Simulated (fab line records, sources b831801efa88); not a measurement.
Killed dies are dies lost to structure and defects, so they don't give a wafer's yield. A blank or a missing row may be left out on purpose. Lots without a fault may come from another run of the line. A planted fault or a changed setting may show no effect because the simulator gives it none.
Problem report in the 8D (eight disciplines) form, filled by code | flow sky130 | the parts of the form that need people (team, actions taken, sign-off) are left out

1. THE PROBLEM
killed_at_M4_up at SKY_PAD_OPEN_PROBE_99 reads a mean of 65.2 on 5 wafers of 2 lots; wafers without a fault read 3.0 with a standard deviation of 1.9. That is +33 standard deviations from the usual mean.
First seen on wafer L506.5, day 48 02:38, on prober-02. The record holds 35 wafers of 12 lots with a number at this step. Rule for "out", or "out of limits": more than 4 standard deviations from the usual mean. The other wafers with a number count as sound.

2. WHAT IT IS AND WHAT IT IS NOT
question                    | is                                    | is not
which readings at this step | killed_at_M4_up, sort_bin_3_pad_short | killed_at_front_end, killed_at_other, killed_open, killed_short, sort_bin_6_memory
which lots                  | L506, L507                            | L497, L499, L500, L501, L505, L512, L515, L516, L517, L519
which wafers of those lots  | all that have a number                | -
read on which tools         | prober-01, prober-02                  | -
when                        | from day 48 02:38                     | up to then (15 sound wafers); but 15 sound wafers of L512, L515, L516, L517, L519 came after

3. SUSPECTS, AND WHAT RULES EACH OUT
Counting: a tool at a process step up to the reading stays a suspect if it ran every lot that is out and no sound lot after the first of them.
- pvd_sputter-02 at SKY_METAL4_SPUTTER_03 (material Ti, target thk 5 nm, time 3.3 s): ruled out as a lasting fault. Sound lots L516, L519 ran on it after its first lot that is out, L506 (day 42 11:29).
- plasma_asher-03 at SKY_METAL4_STRIP_19 (strips in O2/N2): ruled out as a lasting fault. Sound lots L517 ran on it after its first lot that is out, L506 (day 44 10:46).
Left after counting: nothing in the record.

4. THE CAUSE (what the simulator had put in)
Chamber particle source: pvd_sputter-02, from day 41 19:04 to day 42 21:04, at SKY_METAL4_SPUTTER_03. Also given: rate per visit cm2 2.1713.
Counting ruled it out, wrongly: the rule takes a fault to strike every lot that its tool runs from its start on, and this one did not.

5. THE CHAIN OF EFFECTS, in route order
Each row: a reading whose mean over the struck wafers that have a number lies more than 3 standard deviations from the usual. Only readings for which the record gives a usual standard deviation are gone through. hours: the time from each lot's start at the first step in this table that gives one to its start at this step, as a median over the lots. sigmas: the change in usual standard deviations.
hours | step                  | reading              | usual  | on struck wafers | change | sigmas
0     | SKY_PAD_OPEN_PROBE_99 | defect_limited_yield | 82.9 % | 71.2             | -11.7  | -5.8
0     | SKY_PAD_OPEN_PROBE_99 | killed_at_M4_up      | 3.0    | 65.2             | +62.2  | +33
0     | SKY_PAD_OPEN_PROBE_99 | killed_dies          | 84     | 142              | +58    | +5.9
0     | SKY_PAD_OPEN_PROBE_99 | sort_bin_3_pad_short | 0.8 %  | 5.3              | +4.5   | +11
0     | SKY_PAD_OPEN_PROBE_99 | sort_bin_5_function  | 10.2 % | 16.3             | +6.1   | +4.1
0     | SKY_PAD_OPEN_PROBE_99 | sort_n_pass          | 408    | 350              | -58    | -5.9
0     | SKY_PAD_OPEN_PROBE_99 | sort_yield_pct       | 82.9 % | 71.2             | -11.7  | -5.8
The process steps in it:
- SKY_PAD_OPEN_PROBE_99

6. WHAT WOULD HAVE CAUGHT IT SOONER
In this record the first reading out of limits was taken at day 48 02:38, 152 hours after the fault began at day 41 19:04.
Of the tool readings at SKY_METAL4_SPUTTER_03 for which the record gives a usual standard deviation, none was out on any struck wafer, so an alarm limit of 4 standard deviations on them would not have fired.
